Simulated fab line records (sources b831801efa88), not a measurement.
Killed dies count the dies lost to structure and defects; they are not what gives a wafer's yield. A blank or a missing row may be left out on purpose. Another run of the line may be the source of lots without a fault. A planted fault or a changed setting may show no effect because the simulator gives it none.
Code-filled problem report in 8D (eight disciplines) form || flow sfqLine || the parts of the form that need people (team, actions taken, sign-off) are left out

## 1. WHAT IS WRONG
At SFQ_TRILAYER_I6_VIA_BARC_OPEN_VIA_ETCH_235, runLengthS averages 78.9 s over 2 wafers from 2 lots, while fault-free wafers read 69.9 s, standard deviation 0.58. That puts it +16 standard deviations away from the usual mean.
The step: etches BARC in O2, target depth 125 nm, time 41.7 s.
First seen on wafer L464.5, day 68 15:17, on rieDiel-02. At this step, 40 wafers from 14 lots have a number in the record. By rule, "out" or "out of limits" means more than 4 standard deviations away from the usual mean. The other wafers with a number count as sound.

## 2. WHAT IT IS AND WHAT IT IS NOT
{"question": "which readings at this step", "is": "runLengthS, oesProductAu", "is not": "drypumpMotorCurrentA"}
{"question": "which lots", "is": "L464, L465", "is not": "L446, L447, L448, L449, L450, L451, L452, L453, L454, L455, L456, L469"}
{"question": "which wafers of those lots", "is": "L464.5, L465.5", "is not": "L464.3, L465.4"}
{"question": "read on which tools", "is": "rieDiel-02", "is not": "rieDiel-03, rieDiel-04"}
{"question": "when", "is": "from day 68 15:17", "is not": "up to then (34 sound wafers); but 4 sound wafers of L465, L469 came after"}

## 3. SUSPECTS, AND WHAT RULES EACH OUT
Counting: if a tool at a process step up to the reading ran every lot that is out, it stays a suspect. Sound lots after the first of them don't rule it out here, since some wafers of a struck lot are sound.
- rieDiel-02 at SFQ_TRILAYER_I6_VIA_BARC_OPEN_VIA_ETCH_235 (etches BARC in O2, target depth 125 nm, time 41.7 s): kept. It processed each lot that is out (first: L464, day 68 15:17); up to then, its last sound lot is L456 (day 66 17:34). Its own readings are out on those wafers: oesProductAu, runLengthS.
- Within rieDiel-02 at SFQ_TRILAYER_I6_VIA_BARC_OPEN_VIA_ETCH_235: the wafers that are out ran in chambers 0, 2; their sound lot-mates ran in chamber 3.
Left after counting: rieDiel-02 at SFQ_TRILAYER_I6_VIA_BARC_OPEN_VIA_ETCH_235.

## 4. THE CAUSE (what the simulator had put in)
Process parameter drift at SFQ_TRILAYER_I6_VIA_BARC_OPEN_VIA_ETCH_235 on rieDiel-02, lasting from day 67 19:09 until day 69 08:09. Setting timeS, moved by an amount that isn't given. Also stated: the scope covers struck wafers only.
The count eliminated every tool but this one.

## 5. THE EFFECT CHAIN, in route order
One row per reading whose mean, taken over the struck wafers that have a number, lies over 3 standard deviations from the usual. Only readings for which the record gives a usual standard deviation are gone through. hours: the time from each lot's start at the first step in this table that gives one to its start at this step, as a median over the lots. sigmas: the change in usual standard deviations.
{"hours": 0, "step": "SFQ_TRILAYER_I6_VIA_BARC_OPEN_VIA_ETCH_235", "reading": "oesProductAu", "usual": "0.686 a.u.", "on struck wafers": 0.626, "change": -0.060, "sigmas": -13}
{"hours": 0, "step": "SFQ_TRILAYER_I6_VIA_BARC_OPEN_VIA_ETCH_235", "reading": "runLengthS", "usual": "69.9 s", "on struck wafers": 78.9, "change": "+9.0", "sigmas": "+16"}
Its process steps:
- SFQ_TRILAYER_I6_VIA_BARC_OPEN_VIA_ETCH_235: etches BARC in O2, target depth 125 nm, time 41.7 s.

## 6. HOW IT WOULD HAVE BEEN CAUGHT EARLIER
In this record the first reading out of limits was taken at day 68 15:17, 20 hours after the fault began at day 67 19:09.
